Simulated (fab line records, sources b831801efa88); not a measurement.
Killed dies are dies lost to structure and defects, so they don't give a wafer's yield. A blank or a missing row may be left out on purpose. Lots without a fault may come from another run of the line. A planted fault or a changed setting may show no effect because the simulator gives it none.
One fault seen from 2 desks | flow sky130 | each desk has only its own numbers; what lay behind them comes last

THE METROLOGY DESK
What the gauges read, lot by lot, whatever tool the lot ran on: means of the sampled wafers that have a number. A lot is out of limits, marked OUT, if its mean lies more than 4 standard deviations from the usual mean; the brackets give that distance.
Columns: A = POLY_GATE_OXIDATION_THK at SKY_POLY_GATE_THK_MEAS_21, usual 3.99 nm; B = LDD_N_OVL at SKY_LDD_N_OVL_MEAS_07, usual -0.2 nm; C = LDD_HVN_TW at SKY_LDD_HVN_TW_MEAS_10, usual 1438; D = SD_P_TW at SKY_SD_P_TW_MEAS_11, usual 2815
lot  | first seen here | A               | B    | C    | D
L394 | day 16 20:37    | 3.93            | 0.7  | 1424 | 2823
L396 | day 17 09:46    | 4.14            | -0.4 | 1416 | 2822
L397 | day 17 14:44    | 3.93            | -1.3 | 1421 | 2839
L399 | day 18 21:43    | 3.96            | -0.3 | 1438 | 2837
L400 | day 18 21:43    | 4.11            | 1.4  | 1449 | 2790
L402 | day 19 12:53    | 4.01            | 0.0  | 1450 | 2828
L403 | day 20 01:29    | 4.55 (+7.0) OUT | -0.1 | 1423 | 2821
L404 | day 20 03:08    | 4.61 (+7.8) OUT | -0.1 | 1445 | 2787
L406 | day 21 02:31    | 4.64 (+8.3) OUT | 0.5  | 1443 | 2852
L405 | day 21 04:33    | 3.92            | 0.5  | 1444 | 2823
L415 | day 24 06:26    | 3.95            | -2.8 | 1444 | 2826
L417 | day 24 11:22    | 4.04            | 0.3  | 1433 | 2778
L416 | day 24 12:37    | 3.95            | -0.5 | 1435 | 2783
This desk's finding: out of limits on L403, L404, L406; first on L403, day 20 01:29 (POLY_GATE_OXIDATION_THK at SKY_POLY_GATE_THK_MEAS_21). In limits: L394, L396, L397, L399, L400, L402, L405, L415, L417, L416.

THE TOOL OWNER'S DESK: furnace-02
The tool's own readings at SKY_POLY_GATE_OXIDATION_20 (stabilise 600 s, purge 300 s, target thk 4 nm): means of the sampled wafers that have a number, for each lot that ran on this tool. A lot is out of limits, marked OUT, if its mean lies more than 4 standard deviations from the usual mean; the brackets give that distance.
Columns: A = spike_tc_bottom_C at SKY_POLY_GATE_OXIDATION_20, usual 866.4 C; B = zone_power_upper_pct at SKY_POLY_GATE_OXIDATION_20, usual 15.6 %
lot  | first seen here | A     | B
L396 | day 17 08:29    | 869.7 | 16.9
L402 | day 19 11:38    | 868.0 | 17.0
L403 | day 20 00:14    | 867.9 | 17.1
L404 | day 20 01:53    | 868.3 | 16.7
L406 | day 21 01:15    | 868.0 | 16.8
L417 | day 24 10:06    | 869.1 | 16.8
This desk's finding: nothing out of limits on any of the 6 lots.

PUT TOGETHER
The metrology desk could have raised an alarm at day 20 01:29, on L403, L404, L406.
The tool owner's desk saw nothing out of limits.
The tool owner's desk has L403, L404, L406 on record, within its limits.
Of the lots named, all ran SKY_POLY_GATE_OXIDATION_20 on furnace-02.

WHAT THE SIMULATOR HAD PUT IN
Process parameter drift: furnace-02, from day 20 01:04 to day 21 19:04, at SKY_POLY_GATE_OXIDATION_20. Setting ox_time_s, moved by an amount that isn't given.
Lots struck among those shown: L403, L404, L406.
Hours from the fault's start to each desk's first reading out of limits: the metrology desk, 0.
